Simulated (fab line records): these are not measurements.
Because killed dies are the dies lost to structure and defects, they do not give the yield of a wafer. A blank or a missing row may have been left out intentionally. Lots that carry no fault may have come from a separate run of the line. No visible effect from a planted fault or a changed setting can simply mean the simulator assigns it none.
What tool caused it? | flow gf180mcu | 39 wafers from 13 lots sampled at 4 of the route's 602 steps

## WHAT THE GAUGES SHOWED, per wafer
GF_VT_IMPLANT_RS_MEAS_48: measures by four-point-probe. Usual: LVPWELL_RS 1196.3 ohm/sq, standard deviation 2.4.
lot  | measured     | on            | LVPWELL_RS (ohm/sq)  | flag
L956 | day 8 04:13  | film-metro-02 | 1196.0 1196.8 1198.5 |
L957 | day 8 05:09  | film-metro-03 | 1198.1 1196.4 1196.3 |
L960 | day 9 12:31  | film-metro-01 | 1198.0 1196.6 1194.0 |
L962 | day 9 17:00  | film-metro-02 | 1199.0 1199.3 1197.5 |
L963 | day 9 20:09  | film-metro-02 | 1200.1 1198.1 1197.9 |
L965 | day 10 12:38 | film-metro-03 | 1194.7 1195.3 1196.0 |
L966 | day 10 14:25 | film-metro-01 | 1199.7 1199.5 1200.1 |
L967 | day 10 20:11 | film-metro-02 | 1196.6 1196.3 1197.2 |
L968 | day 10 23:55 | film-metro-01 | 1202.4 1195.7 1200.6 |
L973 | day 12 11:50 | film-metro-01 | 1148.8 1151.0 1150.9 | OFF
L975 | day 13 09:26 | film-metro-03 | 1152.2 1151.3 1149.5 | OFF
L976 | day 13 21:10 | film-metro-03 | 1195.4 1196.8 1197.4 |
L978 | day 14 02:55 | film-metro-03 | 1191.0 1191.8 1191.9 |

GF_CONTACT_THK_MEAS_01. Usual: CONTACT_CVD_00_THK 299 nm, standard deviation 3.8.
lot  | measured     | on            | CONTACT_CVD_00_THK (nm) | flag
L956 | day 15 15:17 | film-metro-03 | 299 303 295             |
L957 | day 15 15:52 | film-metro-03 | 302 303 306             |
L960 | day 17 13:18 | film-metro-01 | 304 301 307             |
L962 | day 17 18:21 | film-metro-02 | 297 296 299             |
L963 | day 17 22:34 | film-metro-02 | 297 296 297             |
L965 | day 19 02:02 | film-metro-03 | 301 299 299             |
L966 | day 18 23:53 | film-metro-01 | 296 301 298             |
L967 | day 19 08:37 | film-metro-01 | 296 297 295             |
L968 | day 19 11:26 | film-metro-02 | 300 297 295             |
L973 | day 21 23:10 | film-metro-01 | 304 307 298             |
L975 | day 22 21:22 | film-metro-02 | 304 301 300             |
L976 | day 23 03:12 | film-metro-03 | 299 298 300             |
L978 | day 23 12:53 | film-metro-02 | 293 298 297             |

## WHAT TOOL EACH LOT RAN ON (gives the tool, then ch and the chambers of the sampled wafers, and finally the start)
lot  | GF_STI_ETCH_14                  | GF_LVPWELL_IMPLANT_08
L956 | rie-si-01 ch 0,1,3, day 2 06:22 | implanter-04 ch 0, day 4 09:15
L957 | rie-si-02 ch 0,2, day 2 11:49   | implanter-01 ch 0, day 4 10:23
L960 | rie-si-01 ch 0,1,2, day 3 06:05 | implanter-01 ch 0, day 5 14:13
L962 | rie-si-02 ch 0,1,3, day 3 13:35 | implanter-01 ch 0, day 5 17:52
L963 | rie-si-01 ch 0,2,3, day 3 19:11 | implanter-04 ch 0, day 5 20:28
L965 | rie-si-01 ch 0,1,3, day 4 10:56 | implanter-04 ch 0, day 6 09:34
L966 | rie-si-02 ch 1,2,3, day 4 11:10 | implanter-01 ch 0, day 6 10:46
L967 | rie-si-02 ch 0,1,2, day 4 17:02 | implanter-03 ch 0, day 6 15:58
L968 | rie-si-01 ch 0,1,2, day 4 19:47 | implanter-01 ch 0, day 6 19:16
L973 | rie-si-01 ch 0,2, day 5 21:35   | implanter-04 ch 0, day 8 00:11
L975 | rie-si-02 ch 0,1,2, day 6 10:05 | implanter-04 ch 0, day 8 19:38
L976 | rie-si-02 ch 0,1,3, day 6 15:14 | implanter-01 ch 0, day 9 05:13
L978 | rie-si-01 ch 1,2,3, day 6 23:49 | implanter-01 ch 0, day 9 09:28
- GF_STI_ETCH_14: etches Si in HBr/Cl2/O2, target depth 360 nm, time 102.9 s.
- GF_LVPWELL_IMPLANT_08

## AS READ BY THE TOOLS THEMSELVES (means over the sampled wafers that have a number; for cases with no such wafer, the mark the record gives instead)
GF_STI_ETCH_14. Usual: bias-w 150.0 W, standard deviation 0.4; drypump-motor-current-A 5.8 A, standard deviation 0.46; oes-product-au 0.996 a.u., standard deviation 0.012; throttle-valve-pct 25.660 %, standard deviation 0.012.
lot  | tool      | bias-w (W) | drypump-motor-current-A (A) | oes-product-au (a.u.) | throttle-valve-pct (%) | flag
L956 | rie-si-01 | 150.4      | 5.8                         | 0.995                 | 25.662                 |
L957 | rie-si-02 | 150.0      | 5.6                         | 1.004                 | 25.657                 |
L960 | rie-si-01 | 149.8      | 6.2                         | 1.001                 | 25.664                 |
L962 | rie-si-02 | 149.6      | 5.5                         | 0.988                 | 25.672                 |
L963 | rie-si-01 | 150.1      | 5.9                         | 0.989                 | 25.662                 |
L965 | rie-si-01 | 149.9      | 5.8                         | 0.995                 | 25.663                 |
L966 | rie-si-02 | 149.6      | 5.5                         | 1.008                 | 25.648                 |
L967 | rie-si-02 | 150.0      | 5.4                         | 0.993                 | 25.661                 |
L968 | rie-si-01 | 149.6      | 6.2                         | 0.990                 | 25.663                 |
L973 | rie-si-01 | 150.1      | 6.2                         | 1.002                 | 25.657                 |
L975 | rie-si-02 | 150.0      | 5.4                         | 0.991                 | 25.660                 |
L976 | rie-si-02 | 149.4      | 5.5                         | 0.990                 | 25.659                 |
L978 | rie-si-01 | 150.3      | 5.8                         | 0.999                 | 25.667                 |

GF_LVPWELL_IMPLANT_08. Usual: beam-energy-keV 170.00, standard deviation 0.054; tilt-deg 0.005 degrees, standard deviation 0.019.
lot  | tool         | beam-energy-keV | tilt-deg (degrees) | flag
L956 | implanter-04 | 169.95          | -0.007             |
L957 | implanter-01 | 170.01          | 0.017              |
L960 | implanter-01 | 170.02          | -0.028             |
L962 | implanter-01 | 170.09          | -0.002             |
L963 | implanter-04 | 170.03          | -0.006             |
L965 | implanter-04 | 170.05          | 0.020              |
L966 | implanter-01 | 169.94          | 0.021              |
L967 | implanter-03 | 170.00          | 0.027              |
L968 | implanter-01 | 170.05          | 0.016              |
L973 | implanter-04 | 208.14          | -0.017             | OFF
L975 | implanter-04 | 208.14          | 0.006              | OFF
L976 | implanter-01 | 170.03          | -0.001             |
L978 | implanter-01 | 170.05          | 0.001              |

## THE ANSWER, worked out from the rows above alone
Rule: take the mean of a lot's wafers that have a number; if it is more than 3 standard deviations from the usual mean, the lot is off. Also off: a lot with no number at a reading for which 4 or more lots have one. Where the step has rows for the other lots, those lots are counted as sound. Order of review: gauges by route order, followed by the tools' own readings, for which a lot's mean as printed above is used. The first step at which some lot is off is used, and at that step the reading that is off furthest; a lot without a number counts as furthest.
Off: at GF_VT_IMPLANT_RS_MEAS_48 (LVPWELL_RS), L973, L975.
If a tool, at a process step before that reading, ran all the lots that are off and no sound lot after the first of them, it fits. Not tried: the gauges at GF_VT_IMPLANT_RS_MEAS_48; whatever is off there is also off at GF_LVPWELL_IMPLANT_08, on other tools, and gauge error can't account for it. One fits: GF_LVPWELL_IMPLANT_08 on implanter-04. A fault onset in the window from L965 (day 6 09:34, its last sound lot) to L973 (day 8 00:11, its first lot off) fits.
On the lots that are off, the tool's own readings at GF_LVPWELL_IMPLANT_08 differ by more than 5 times the standard deviation of the sound lots' means, which bears it out; beam-energy-keV reads 208.14 there versus 170.02 on the sound lots.

## WHAT HAD BEEN PUT IN BY THE SIMULATOR
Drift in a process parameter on implanter-04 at GF_LVPWELL_IMPLANT_08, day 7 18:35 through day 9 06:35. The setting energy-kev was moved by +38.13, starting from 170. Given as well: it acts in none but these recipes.
Lots struck among those shown: L973, L975. This agrees with what the rule above found.
